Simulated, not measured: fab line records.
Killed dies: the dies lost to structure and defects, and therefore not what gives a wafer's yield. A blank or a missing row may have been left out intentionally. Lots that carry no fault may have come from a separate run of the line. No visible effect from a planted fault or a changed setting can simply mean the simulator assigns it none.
Struck lot and sound lot, side by side + flow sky130 + 26 out of 708 route steps
Sound: the wafers L748.1, L748.4, L748.6. Wafers L751.1, L751.2, L751.5 were the ones struck. The cause comes at the end.
Order at every step that has rows: each side's tool, ch and its chambers, its first start. Under that, the readings that differ: sound wafers + struck wafers + difference of the means + sigmas: that difference in standard deviations of wafers without a fault.
alike: same words and numbers on both sides, and readings whose means sit less than 2 such deviations apart. not compared: any withheld reading, any reading some wafer has no value for, any bound like >300 that may hide the same value, and any number with overlapping values for which the record gives no deviation.
Wherever a step has rows on one side only, a row that says differs or no value, or a row with sigmas, the two part there. Numbers that don't overlap but have no deviation are shown without sigmas and don't part them. A reading that every wafer of one side lacks parts them only if that side has two wafers or more.

first, 3 steps without rows for these wafers: SKY_CAPM_EXPOSE_09 (exposes mask CAPM, target cd 1000 nm); SKY_CAPM_PEB_10; SKY_CAPM_DEVELOP_11 (develop time 60 s).
SKY_CAPM_OVL_MEAS_12:
  sound on overlay-01 at day 38 18:57; struck on overlay-01 at day 39 19:13
  alike: CAPM_OVL
SKY_CAPM_METAL_ETCH_13: etches TiN in Cl2/BCl3, stops on SiO2, target depth 220 nm, time 62.9 s.
  sound on rie-metal-02 ch 0,1, day 38 18:59; struck on rie-metal-01 ch 0,1, day 39 19:15
  alike: drypump-motor-current-A, oes-product-au, throttle-valve-pct
  not compared: rf-hours-counter-h
SKY_CAPM_STRIP_14: strips in O2/N2.
  sound on plasma-asher-01 ch 0,1, day 38 19:04; struck on plasma-asher-03 ch 0,1, day 39 19:19
  alike: drypump-motor-current-A, o2-flow-sccm, oes-product-au, strip-time-to-endpoint-s
  not compared: rf-hours-counter-h
then, 6 steps without rows for these wafers: SKY_CAPM_STRIP_15 (strips in post etch residue remover, time 1200 s); SKY_CAPM_CLEAN_16 (cleans in IPA, time 180 s); SKY_CAPM_CLEAN_17 (cleans in O3/DIW); SKY_METAL3_DEHYDRATE_05 (time 60 s); SKY_METAL3_HMDS_06 (prime time 60 s); SKY_METAL3_COAT_07 (resist thk 60 nm).
SKY_METAL3_COAT_08: resist thk 1140 nm.
  sound on litho-track-02 ch 0, day 39 07:00; struck on litho-track-04 ch 0, day 40 07:00
| reading                                       | sound                | struck               | difference | sigmas      |
|-----------------------------------------------|----------------------|----------------------|------------|-------------|
| spin-speed-rpm (rpm)                          | 2998.7 3002.8 3002.5 | 2573.6 2570.4 2573.3 | -428.9     | -99 or more |
| model.KrF-thick_of_METAL3_COAT_08.thk-nm (nm) | 1145 1144 1145       | 1237 1233 1235       | +90        |             |
then, 4 steps without rows for these wafers: SKY_METAL3_SOFTBAKE_09 (time 90 s); SKY_METAL3_EXPOSE_10 (exposes mask MM3, target cd 300 nm); SKY_METAL3_PEB_11; SKY_METAL3_DEVELOP_12 (develop time 60 s).
SKY_METAL3_CD_MEAS_13: the cd target is 300 nm.
  sound on cd-sem-02 at day 39 20:24; struck on cd-sem-02 at day 40 19:30
| reading    | sound             | struck            | difference | sigmas |
|------------|-------------------|-------------------|------------|--------|
| cd-nm (nm) | 300.7 300.3 301.9 | 304.2 303.9 303.4 | +2.9       | +2     |
SKY_METAL3_OVL_MEAS_14:
  sound on overlay-01 at day 39 20:31; struck on overlay-02 at day 40 19:37
  alike: METAL3_OVL
SKY_METAL3_DESCUM_15: chemistry O2, time 8 s.
  sound on rie-metal-04 ch 0, day 39 20:33; struck on rie-metal-01 ch 0,1, day 40 19:39
| reading                 | sound             | struck            | difference | sigmas |
|-------------------------|-------------------|-------------------|------------|--------|
| model.METAL3.cd-nm (nm) | 301.3 300.8 302.6 | 304.7 303.5 303.2 | +2.2       |        |
  alike: drypump-motor-current-A, oes-product-au
  not compared: rf-hours-counter-h
SKY_METAL3_ETCH_16: etches BARC in N2/H2, stops on SiO2, time 88.2 s, target depth 60 nm.
  sound on rie-metal-04 ch 0, day 39 20:37; struck on rie-metal-01 ch 0,1, day 40 19:41
  alike: drypump-motor-current-A, oes-product-au, throttle-valve-pct
  not compared: rf-hours-counter-h
SKY_METAL3_ETCH_17: etches SiO2 in C4F8/O2/Ar, stops on TiN, time 3.9 s, target depth 15 nm.
  sound on rie-diel-03 ch 2,3, day 39 20:49; struck on rie-diel-03 ch 1,2, day 40 19:47
| reading                 | sound             | struck            | difference | sigmas |
|-------------------------|-------------------|-------------------|------------|--------|
| oes-product-au (a.u.)   | 0.757 0.758 0.756 | 0.746 0.739 0.742 | -0.015     | -2     |
| model.METAL3.cd-nm (nm) | 302.2 301.3 303.5 | 304.8 304.6 304.3 | +2.2       |        |
  not compared: rf-hours-counter-h
SKY_METAL3_METAL_ETCH_18: etches the open film in Cl2/BCl3, stops on SiO2, target depth 845 nm, time 183.1 s.
  sound on rie-metal-02 ch 0,1, day 39 20:50; struck on rie-metal-02 ch 0,1, day 40 19:48
| reading                                       | sound             | struck            | difference | sigmas |
|-----------------------------------------------|-------------------|-------------------|------------|--------|
| model.KrF-thick_of_METAL3_COAT_08.thk-nm (nm) | 539.3 537.6 536.3 | 627.8 624.1 624.3 | +87.7      |        |
  alike: drypump-motor-current-A, oes-product-au, throttle-valve-pct
  not compared: rf-hours-counter-h
SKY_METAL3_STRIP_19: strips in O2/N2.
  sound on plasma-asher-02 ch 0,1, day 39 21:01; struck on plasma-asher-02 ch 0,1, day 40 19:59
| reading                      | sound             | struck            | difference | sigmas |
|------------------------------|-------------------|-------------------|------------|--------|
| oes-product-au (a.u.)        | 0.503 0.502 0.509 | 0.544 0.539 0.543 | +0.037     | +6     |
| strip-time-to-endpoint-s (s) | 6.66 6.64 6.62    | 7.54 7.50 7.50    | +0.87      | +9     |
  alike: drypump-motor-current-A, o2-flow-sccm
  not compared: rf-hours-counter-h
then, 2 steps without rows for these wafers: SKY_METAL3_STRIP_20 (strips in post etch residue remover, time 1200 s); SKY_PAD_OPEN_PROBE_99.

== WHERE THEY PART ==
First at SKY_METAL3_COAT_08; last, within this record, at SKY_METAL3_STRIP_19.

WHY: whatever the simulator had introduced
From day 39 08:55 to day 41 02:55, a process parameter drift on litho-track-04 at SKY_METAL3_COAT_08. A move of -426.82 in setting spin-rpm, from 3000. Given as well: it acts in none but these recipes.
